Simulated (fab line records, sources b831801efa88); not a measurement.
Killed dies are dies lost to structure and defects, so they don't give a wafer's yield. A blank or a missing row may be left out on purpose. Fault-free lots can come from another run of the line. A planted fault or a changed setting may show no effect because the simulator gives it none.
A struck lot beside a sound one ; flow sky130 ; 16 out of 708 route steps
Sound: the wafers L404.2, L404.4, L404.5. Wafers L410.4, L410.5, L410.6 were the ones struck. The cause comes at the end.
Per side, at each step with rows, come the tool, then ch with its chambers, and then its first start. Under that, the readings that differ: sound wafers ; struck wafers ; difference of the means ; sigmas: that difference in standard deviations of wafers without a fault.
alike: readings whose means differ by less than 2 such deviations, and words and numbers that are the same on both sides. not compared: withheld readings, readings that some wafer has no value for, bounds like >300 that may hide the same value, and numbers for which the record gives no deviation and whose values overlap.
A row with sigmas, a row that says differs or no value, or rows on one side alone: a step with any of these is where the two part. Non-overlapping numbers with no deviation appear without sigmas and do not part them. A reading that every wafer of one side lacks parts them only if that side has two wafers or more.

first, 1 step without rows for these wafers: SKY_VT_ADJUST_NCORE_IMPLANT_09.
SKY_VT_ADJUST_NCORE_STRIP_10: strips in O2/N2.
  sound on plasmaAsher-04 ch 1, day 8 14:32; struck on plasmaAsher-04 ch 0,1, day 10 12:39
  alike: drypumpMotorCurrentA, oesProductAu, stripTimeToEndpointS
  not compared: rfHoursCounterH
SKY_VT_ADJUST_NCORE_TW_MEAS_11:
  sound: filmMetro-04 at day 8 14:39; struck: filmMetro-02 at day 10 12:44
reading;sound;struck;difference;sigmas
VT_ADJUST_NCORE_TW;219.3 219.4 220.4;216.2 216.6 215.0;-3.8;-2
then, 7 steps without rows for these wafers: SKY_VT_ADJUST_HVTR_DEHYDRATE_00 (time 60 s); SKY_VT_ADJUST_HVTR_HMDS_01 (prime time 60 s); SKY_VT_ADJUST_HVTR_COAT_02 (resist thk 1140 nm); SKY_VT_ADJUST_HVTR_SOFTBAKE_03 (time 60 s); SKY_VT_ADJUST_HVTR_EXPOSE_04 (exposes mask HVTRM, target cd 380 nm); SKY_VT_ADJUST_HVTR_PEB_05; SKY_VT_ADJUST_HVTR_DEVELOP_06 (develop time 60 s).
SKY_VT_ADJUST_HVTR_CD_MEAS_07: target cd 380 nm.
  sound: cdSem-01 at day 9 12:14; struck: cdSem-02 at day 11 11:12
  alike: cdNm
SKY_VT_ADJUST_HVTR_OVL_MEAS_08:
  sound: overlay-01 at day 9 12:21; struck: overlay-02 at day 11 11:17
  alike: VT_ADJUST_HVTR_OVL
SKY_VT_ADJUST_HVTR_IMPLANT_09:
  sound on implanter-04 ch 0, day 9 12:24; struck on implanter-02 ch 0, day 11 11:22
reading;sound;struck;difference;sigmas
doseIonsCm2;2.1006e+12 2.0997e+12 2.1004e+12;8.917e+11 8.943e+11 8.944e+11;-1.207e+12;-99 or more
faradayCurrentUA;11.72 11.51 11.90;5.09 5.16 5.25;-6.54;-28
  alike: beamOnS
SKY_VT_ADJUST_HVTR_STRIP_10: strips in O2/N2.
  sound on plasmaAsher-03 ch 0,1, day 9 12:32; struck on plasmaAsher-02 ch 0,1, day 11 11:29
  alike: drypumpMotorCurrentA, oesProductAu, stripTimeToEndpointS
  not compared: rfHoursCounterH
SKY_VT_ADJUST_HVTR_TW_MEAS_11:
  sound: filmMetro-01 at day 9 12:39; struck: filmMetro-04 at day 11 11:48
reading;sound;struck;difference;sigmas
VT_ADJUST_HVTR_TW;212.0 211.6 211.9;165.9 165.8 165.2;-46.2;-31
  not compared: hold
-- record jumps: 36 days separate the struck wafers' starts on either side; left off in module VT_ADJUST_HVTR, taken up again in module PAD_OPEN, whose first shown step is the route's number 708 --
SKY_PAD_OPEN_PROBE_99:
  sound: prober-02 at day 46 01:29; struck: prober-02 at day 47 16:08
reading;sound;struck;difference;sigmas
killedOpen;56 60 60;44 47 46;-13;-2
model.etest.pfet_01v8_mvt.driveUaUm;147.1 144.6 147.3;123.2 124.2 126.8;-21.6;
model.etest.pfet_01v8_mvt.offLog10AUm;-11.04 -10.94 -11.03;-12.5 -12.62 -12.52;-1.5;
model.etest.pfet_01v8_mvt.vtSatV (V);-0.5929 -0.5979 -0.5845;-0.7308 -0.7312 -0.7247;-0.1371;
model.etest.pfet_01v8_mvt.vtV (V);-0.6747 -0.6781 -0.6682;-0.7873 -0.7909 -0.7863;-0.1145;
model.etest.pfet_01v8_mvt.vtLongV (V);-0.877 -0.8819 -0.8716;-0.9828 -0.9863 -0.9842;-0.1076;
  alike: killed_at_M0_to_M3, killed_at_M4_up, killedAtContacts, killedAtFrontEnd, killedAtOther, killedDies, killedOnRim, killedShort

WHERE THEY PART
At SKY_VT_ADJUST_NCORE_TW_MEAS_11 first; at SKY_PAD_OPEN_PROBE_99 last (within this record only).

WHY: whatever the simulator had introduced
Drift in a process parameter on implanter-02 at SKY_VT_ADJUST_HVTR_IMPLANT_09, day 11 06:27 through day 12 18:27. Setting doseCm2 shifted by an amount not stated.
